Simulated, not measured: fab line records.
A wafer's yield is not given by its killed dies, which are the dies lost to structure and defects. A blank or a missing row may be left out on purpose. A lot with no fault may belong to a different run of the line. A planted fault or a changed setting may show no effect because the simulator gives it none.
Which tool was responsible? + flow sfq line + 14 lots, 42 wafers sampled, at 1 step of a route of 325

## WHAT THE GAUGES READ, wafer by wafer
No reading from a measuring or inspecting step in the record can be judged against a usual standard deviation.

## TOOL THAT RAN EACH LOT (tool first, then ch and the chambers of the sampled wafers, then the start)
| lot  | SFQ_TRILAYER_R5_DEP_SPUTTER_133 |
|------|---------------------------------|
| L385 | pvd sputter-03, day 58 20:17    |
| L386 | pvd sputter-05, day 58 23:17    |
| L387 | pvd sputter-03, day 59 00:19    |
| L388 | pvd sputter-03, day 59 11:22    |
| L389 | pvd sputter-05, day 59 15:19    |
| L394 | pvd sputter-05, day 60 05:22    |
| L395 | pvd sputter-03, day 60 08:22    |
| L396 | pvd sputter-05, day 60 11:22    |
| L402 | pvd sputter-03, day 64 10:55    |
| L403 | pvd sputter-05, day 64 16:55    |
| L404 | pvd sputter-04, day 65 11:26    |
| L405 | pvd sputter-05, day 69 02:58    |
| L406 | pvd sputter-05, day 69 10:51    |
| L408 | pvd sputter-03, day 69 19:51    |
- SFQ_TRILAYER_R5_DEP_SPUTTER_133: material MoNx, target thk 40 nm, time 66.7 s.

## AS READ BY THE TOOLS THEMSELVES (means over the sampled wafers that have a number; for cases with no such wafer, the mark the record gives instead)
SFQ_TRILAYER_R5_DEP_SPUTTER_133.
| lot  | tool           | chamber pressure pa (Pa) | throttle valve pct (%) |
|------|----------------|--------------------------|------------------------|
| L385 | pvd sputter-03 | 0.3997                   | 30.8                   |
| L386 | pvd sputter-05 | 0.3992                   | 30.5                   |
| L387 | pvd sputter-03 | 0.3993                   | 31.7                   |
| L388 | pvd sputter-03 | 0.3999                   | 30.9                   |
| L389 | pvd sputter-05 | 0.4002                   | 30.3                   |
| L394 | pvd sputter-05 | 0.3456                   | 32.7                   |
| L395 | pvd sputter-03 | 0.4009                   | 30.6                   |
| L396 | pvd sputter-05 | 0.3447                   | 32.1                   |
| L402 | pvd sputter-03 | 0.3998                   | 31.5                   |
| L403 | pvd sputter-05 | 0.3990                   | 30.3                   |
| L404 | pvd sputter-04 | 0.3995                   | 30.4                   |
| L405 | pvd sputter-05 | 0.3996                   | 30.4                   |
| L406 | pvd sputter-05 | 0.4001                   | 30.1                   |
| L408 | pvd sputter-03 | 0.3997                   | 30.7                   |

## THE ANSWER, worked out from the rows above alone
Rule: the lots themselves supply what counts as usual. The widest of any qualifying gaps counts: lots, ordered by their means at a reading, are off when they make up no more than a third of the lots, leave a main group of 4 or more, and stand apart from it by 3 or more times the standard deviation of that group's means. If all means in a main group match to the digits the tables above print for the reading, that group is not used. Also off: a lot with no number at a reading for which 4 or more lots have one. The other lots that the step has rows for count as sound. Order of review: gauges by route order, followed by the tools' own readings, for which a lot's mean as printed above is used. The first step at which some lot is off is used, and at that step the reading that is off furthest; a lot without a number counts as furthest.
Off: L394, L396, at SFQ_TRILAYER_R5_DEP_SPUTTER_133 (chamber pressure pa). The main group: mean 0.3997 Pa, standard deviation 0.00049.
A tool fits if, at that step or a process step before it, it ran every lot that is off, and no sound lot after the first of them. Not one of the candidates tried fits.

## WHAT THE SIMULATOR PUT IN
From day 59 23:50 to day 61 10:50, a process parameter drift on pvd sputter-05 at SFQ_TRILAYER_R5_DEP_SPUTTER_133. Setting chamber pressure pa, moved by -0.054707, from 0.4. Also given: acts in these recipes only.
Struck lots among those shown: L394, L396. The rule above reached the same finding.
